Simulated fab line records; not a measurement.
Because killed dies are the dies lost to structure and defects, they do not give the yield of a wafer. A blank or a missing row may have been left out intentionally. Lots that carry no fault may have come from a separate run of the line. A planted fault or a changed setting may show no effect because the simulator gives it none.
A lot that was struck, set against a sound lot | flow sky130 | 20 steps out of a route of 708
Sound: wafers L687.4, L687.5, L687.6. Struck: wafer L707.2. (L707.4, L707.5 of the same lot were not struck and are left out.) The cause comes at the end.
Per side, at each step with rows, come the tool, then ch with its chambers, and then its first start. Under that, the readings that differ: sound wafers | struck wafers | difference of the means | sigmas: that difference in standard deviations of wafers without a fault.
alike: same words and numbers on both sides, and readings whose means sit less than 2 such deviations apart. not compared: any withheld reading, any reading some wafer has no value for, any bound like >300 that may hide the same value, and any number with overlapping values for which the record gives no deviation.
A row with sigmas, a row that says differs or no value, or rows on one side alone: a step with any of these is where the two part. Numbers that have no deviation but don't overlap get no sigmas and don't part them. A reading that every wafer of one side lacks parts them only if that side has two wafers or more.

first, 1 step without rows for these wafers: SKY_LDD_LDN_IMPLANT_11.
SKY_LDD_LDN_STRIP_12: strips in O2/N2.
  sound on plasma-asher-01 ch 0,1, day 22 20:37; struck on plasma-asher-02 ch 1, day 29 18:19
  reading                | sound | struck | difference                   | sigmas
  rf-hours-counter-h (h) | - - - | 102    | no value on the sound wafers |
  alike: drypump-motor-current-A, oes-product-au, strip-time-to-endpoint-s
SKY_LDD_LDN_TW_MEAS_13:
  struck on film-metro-03, day 29 18:25; sound on film-metro-02, day 22 20:42
  alike: LDD_LDN_TW
then, 2 steps without rows for these wafers: SKY_LDD_LDN_CLEAN_14 (cleans in SC1/SC2, time 150 s); SKY_SPACER_CVD_00 (deposits Si3N4 from DCS/NH3, target thk 43.1 nm, time 740 s).
SKY_SPACER_THK_MEAS_01:
  struck on film-metro-01, day 29 19:44; sound on film-metro-01, day 22 23:22
  reading                | sound          | struck | difference | sigmas
  SPACER_CVD_00_THK (nm) | 43.1 43.3 43.3 | 42.5   | -0.7       | -2
SKY_SPACER_ETCHBACK_02: etches Si3N4 in CH3F/O2, stops on SiO2, time 46.7 s, target depth 45 nm.
  sound on rie-diel-01 ch 0,2,3, day 22 23:26; struck on rie-diel-01 ch 2, day 29 19:47
  reading                | sound | struck | difference                   | sigmas
  rf-hours-counter-h (h) | - - - | 31     | no value on the sound wafers |
  alike: drypump-motor-current-A, oes-product-au, throttle-valve-pct
then, 5 steps without rows for these wafers: SKY_POLY_CUT_DEHYDRATE_00 (time 60 s); SKY_POLY_CUT_HMDS_01 (prime time 60 s); SKY_POLY_CUT_COAT_02 (resist thk 60 nm); SKY_POLY_CUT_COAT_03 (resist thk 450 nm); SKY_POLY_CUT_SOFTBAKE_04 (time 90 s).
SKY_POLY_CUT_EXPOSE_05: exposes mask NPCM, target cd 270 nm.
  sound on krf-scanner-01 ch 0, day 23 15:10; struck on krf-scanner-01 ch 0, day 30 09:54
  alike: mask
then, 2 steps without rows for these wafers: SKY_POLY_CUT_PEB_06; SKY_POLY_CUT_DEVELOP_07 (develop time 60 s).
SKY_POLY_CUT_CD_MEAS_08 targets a cd of 270 nm.
  struck on cd-sem-02, day 30 23:38; sound on cd-sem-01, day 24 06:02
  reading    | sound             | struck | difference | sigmas
  cd-nm (nm) | 267.0 268.8 268.4 | 255.0  | -13.1      | -9
SKY_POLY_CUT_OVL_MEAS_09:
  struck on overlay-02, day 30 23:44; sound on overlay-01, day 24 06:07
  alike: POLY_CUT_OVL
SKY_POLY_CUT_ETCH_10: etches BARC in N2/H2, stops on SiO2, time 45.9 s, target depth 60 nm.
  sound on rie-diel-04 ch 1,2,3, day 24 06:08; struck on rie-diel-04 ch 1, day 30 23:46
  reading                   | sound             | struck | difference | sigmas
  model.POLY_CUT.cd-nm (nm) | 268.3 268.4 268.5 | 253.7  | -14.7      |
  alike: drypump-motor-current-A, oes-product-au, throttle-valve-pct
  not compared: rf-hours-counter-h
SKY_POLY_CUT_ETCH_11: etches Si3N4 in CF4/CH2F2/Ar, stops on poly-Si, time 42.5 s, target depth 60 nm.
  sound on rie-diel-04 ch 1,2,3, day 24 06:10; struck on rie-diel-04 ch 1, day 30 23:49
  reading                   | sound             | struck | difference | sigmas
  model.POLY_CUT.cd-nm (nm) | 268.4 268.5 268.6 | 253.8  | -14.7      |
  alike: drypump-motor-current-A, oes-product-au, throttle-valve-pct
  not compared: rf-hours-counter-h
SKY_POLY_CUT_STRIP_12: strips in O2/N2.
  sound on plasma-asher-04 ch 0,1, day 24 06:14; struck on plasma-asher-04 ch 1, day 30 23:51
  reading                | sound             | struck | difference                   | sigmas
  oes-product-au (a.u.)  | 0.447 0.441 0.456 | 0.457  | +0.009                       | +2
  rf-hours-counter-h (h) | - - -             | 61     | no value on the sound wafers |
  alike: drypump-motor-current-A, strip-time-to-endpoint-s

== WHERE THEY PART ==
Earliest at SKY_LDD_LDN_STRIP_12; latest, in this record, at SKY_POLY_CUT_STRIP_12.

WHY: what had been put in by the simulator
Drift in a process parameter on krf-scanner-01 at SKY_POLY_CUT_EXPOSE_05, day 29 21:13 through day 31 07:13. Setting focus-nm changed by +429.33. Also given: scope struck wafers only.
